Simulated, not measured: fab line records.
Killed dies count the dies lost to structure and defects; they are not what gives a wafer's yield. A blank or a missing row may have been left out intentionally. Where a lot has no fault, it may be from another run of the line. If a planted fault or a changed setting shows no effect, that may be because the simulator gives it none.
2 desks looking at one fault + flow gf180mcu + numbers are kept per desk, each desk with only its own; the story behind them comes last

## TOOL OWNER'S DESK, litho_track-04
The tool's own readings at GF_STI_PEB_10 (peb time 90 s): means of the sampled wafers that have a number, for each lot that ran on this tool. The brackets show how far a lot's mean lies from the usual mean; more than 4 standard deviations puts the lot out of limits, marked OUT.
Columns: A = heater_power_total_W at GF_STI_PEB_10, usual 85.69 W
| lot  | first seen here | A                |
|------|-----------------|------------------|
| L345 | day 2 05:31     | 85.78            |
| L349 | day 3 02:34     | 85.66            |
| L351 | day 3 12:29     | 85.65            |
| L356 | day 4 14:36     | 86.70 (+12) OUT  |
| L358 | day 5 04:27     | 86.17 (+5.8) OUT |
This desk finds L356, L358 out of limits, L356 being first, at day 4 14:36 (heater_power_total_W at GF_STI_PEB_10). In limits: L345, L349, L351.

## AT THE METROLOGY DESK
Means of the sampled wafers that have a number, per lot and without regard to the tool the lot ran on: this is what the gauges read. The brackets show how far a lot's mean lies from the usual mean; more than 4 standard deviations puts the lot out of limits, marked OUT.
Columns: A = cd_nm at GF_STI_CD_MEAS_12, usual 220.1 nm; B = STI_OXIDATION_01_THK at GF_STI_THK_MEAS_22, usual 15.0 nm
| lot  | first seen here | A     | B    |
|------|-----------------|-------|------|
| L345 | day 2 05:52     | 220.2 | 15.1 |
| L347 | day 2 16:44     | 220.4 | 15.3 |
| L349 | day 3 02:55     | 219.1 | 14.3 |
| L350 | day 3 08:10     | 220.9 | 14.7 |
| L351 | day 3 12:50     | 220.8 | 15.3 |
| L355 | day 4 11:34     | 219.5 | 15.5 |
| L356 | day 4 14:56     | 220.4 | 14.8 |
| L358 | day 5 04:47     | 221.7 | 14.5 |
| L360 | day 5 14:01     | 218.5 | 14.7 |
| L361 | day 5 17:07     | 220.4 | 15.1 |
| L362 | day 5 22:08     | 220.9 | 15.1 |
| L365 | day 6 12:49     | 220.0 | 15.1 |
| L366 | day 6 19:52     | 220.3 | 14.9 |
| L367 | day 7 00:17     | 219.2 | 15.5 |
Result from this desk: across the 14 lots, nothing is out of limits.

## TAKEN TOGETHER
On L356, L358, at day 4 14:36, an alarm was possible from the tool owner's desk.
At the metrology desk, nothing out of limits was observed.
The metrology desk has L356, L358 on record, within its limits.
GF_STI_PEB_10 was run on litho_track-04 by each of the lots named.

## WHAT THE SIMULATOR HAD PUT IN
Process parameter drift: litho_track-04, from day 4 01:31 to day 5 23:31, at GF_STI_PEB_10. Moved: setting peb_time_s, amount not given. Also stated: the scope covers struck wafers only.
Struck lots among those shown: L356, L358.
Time in hours from fault onset to the first out-of-limits reading at each desk: the tool owner's desk, 13.
